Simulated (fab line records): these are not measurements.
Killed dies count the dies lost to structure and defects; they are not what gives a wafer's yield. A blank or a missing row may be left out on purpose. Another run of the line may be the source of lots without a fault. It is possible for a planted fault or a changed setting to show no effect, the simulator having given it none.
Chamber matching :: flow gf180mcu :: GF_V4_CMP_04 on cmp-01 has 4 sister chambers
The step polishes SiO2. 4 wafers are shown with their chamber, then 7 later ones without.

## WAFERS WITH THEIR CHAMBER
wafer: L916.1
chamber: 3
motor current A (A): 12.4

wafer: L916.6
chamber: 2
motor current A (A): 14.1

wafer: L927.1
chamber: 0
motor current A (A): 10.3

wafer: L927.3
chamber: 1
motor current A (A): 12.9

## WAFERS WITHOUT THEIR CHAMBER
wafer: L927.6
motor current A (A): 9.7

wafer: L932.1
motor current A (A): 12.6

wafer: L932.2
motor current A (A): 10.0

wafer: L932.4
motor current A (A): 13.1

wafer: L933.3
motor current A (A): 12.3

wafer: L933.4
motor current A (A): 13.7

wafer: L933.5
motor current A (A): 13.9

## THE CHAMBER EACH PASSED THROUGH
wafer: L927.6
from the rows above: 0
in truth: 0

wafer: L932.1
from the rows above: can't be placed: 3 or 1
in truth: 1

wafer: L932.2
from the rows above: 0
in truth: 0

wafer: L932.4
from the rows above: can't be placed: 1 or 3
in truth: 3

wafer: L933.3
from the rows above: can't be placed: 3 or 1
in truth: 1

wafer: L933.4
from the rows above: can't be placed: 2 or 1
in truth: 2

wafer: L933.5
from the rows above: 2
in truth: 2
Correctly placed: 3 of 7. These rows do not allow placing 4 (true chamber among the candidates in 4). Wrongly placed: 0.
How it was worked out, from the rows above alone: a wafer's distance from a chamber is the root of the sum, over the readings, of the square of ((its reading less the chamber's mean) divided by the reading's scatter). The wafer belongs to the nearest chamber; if the next one is less than 2 further off, it can't be placed. For every chamber, the mean is computed from those of its wafers that are shown. The scatter: with one shown wafer a chamber, the root of the mean of the squares of how far each hidden wafer lies from its nearest shown one.
